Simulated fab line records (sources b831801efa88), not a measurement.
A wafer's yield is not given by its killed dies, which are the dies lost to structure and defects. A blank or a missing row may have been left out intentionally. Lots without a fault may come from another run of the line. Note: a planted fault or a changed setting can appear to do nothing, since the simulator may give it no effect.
8D (eight disciplines) problem report, filled in by code ; flow gf180mcu ; the parts of the form that need people (team, actions taken, sign-off) are left out

1. THE ISSUE
oes product au at GF_M2_METAL_ETCH_16 reads a mean of 0.898 a.u. on 3 wafers of 2 lots; wafers without a fault read 0.989 a.u. with a standard deviation of 0.0063. Measured from the usual mean, that is -14 standard deviations.
The step: etches the open film in Cl2/BCl3, stops on SiO2, target depth 750.8 nm, time 125.1 s.
Seen first at day 26 02:32 on rie metal-03, wafer L282.3. At this step, 41 wafers from 14 lots have a number in the record. The rule behind "out" and "out of limits": a value lying over 4 standard deviations away from the usual mean. The other wafers with a number count as sound.

2. WHAT IT IS AND WHAT IT IS NOT
question;is;is not
which readings at this step;oes product au, throttle valve pct;drypump motor current A
which lots;L282, L284;L263, L264, L268, L269, L270, L271, L272, L273, L275, L276, L277, L278
which wafers of those lots;L282.3, L282.6, L284.3;L284.1, L284.6
read on which tools;rie metal-03;rie metal-02, rie metal-04
when;from day 26 02:32;"up to then (36 sound wafers); but 2 sound wafers of L284 came after"

3. SUSPECTS, AND WHAT RULES EACH OUT
Counting: any tool at a process step up to the reading remains a suspect provided it ran every lot that is out. Sound lots after the first of them don't rule it out here, since some wafers of a struck lot are sound.
- rie diel-03 at GF_V1_ETCH_16 (etches BARC in N2/H2): kept. It processed each lot that is out (first: L282, day 25 02:08); up to then, its last sound lot is L272 (day 21 08:08).
- rie metal-03 at GF_M2_METAL_ETCH_16 (etches the open film in Cl2/BCl3, stops on SiO2, target depth 750.8 nm, time 125.1 s): kept. It processed each lot that is out (first: L282, day 26 02:32); up to then, its last sound lot is L277 (day 24 12:04). Its own readings are out on those wafers: oes product au, throttle valve pct.
- Within rie diel-03 at GF_V1_ETCH_16: the wafers that are out ran in chambers 0, 2; their sound lot-mates ran in chamber 3.
- Within rie metal-03 at GF_M2_METAL_ETCH_16: the wafers that are out ran in chamber 0; their sound lot-mates ran in chamber 1.
What counting leaves: rie diel-03 at GF_V1_ETCH_16 and rie metal-03 at GF_M2_METAL_ETCH_16.

4. THE CAUSE (what the simulator had put in)
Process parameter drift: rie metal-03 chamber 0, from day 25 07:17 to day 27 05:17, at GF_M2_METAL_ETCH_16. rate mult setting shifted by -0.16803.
Of the 2 suspects that counting leaves, this tool is one.

5. THE CHAIN OF EFFECTS, in route order
Each row: a reading where the mean over the struck wafers with a number is more than 3 standard deviations away from the usual. Only readings whose record carries a usual standard deviation are examined. hours: median over the lots of the time between each lot's start at the first step of this table that gives one and its start at this step. sigmas: the change, counted in usual standard deviations.
hours;step;reading;usual;on struck wafers;change;sigmas
0;GF_M2_METAL_ETCH_16;oes product au;0.989 a.u.;0.898;-0.091;-14
0;GF_M2_METAL_ETCH_16;throttle valve pct;28.231 %;28.328;+0.097;+10
0;GF_M2_STRIP_17;oes product au;0.538 a.u.;0.558;+0.020;+4.2
0;GF_M2_STRIP_17;strip time to endpoint s;7.40 s;7.87;+0.47;+9.4
It contains these process steps:
- GF_M2_METAL_ETCH_16: etches the open film in Cl2/BCl3, stops on SiO2, target depth 750.8 nm, time 125.1 s.
- GF_M2_STRIP_17: strips in O2/N2.

6. WHAT WOULD HAVE CAUGHT IT SOONER
The fault began at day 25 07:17; the first out-of-limits reading in this record came at day 26 02:32, 19 hours later.
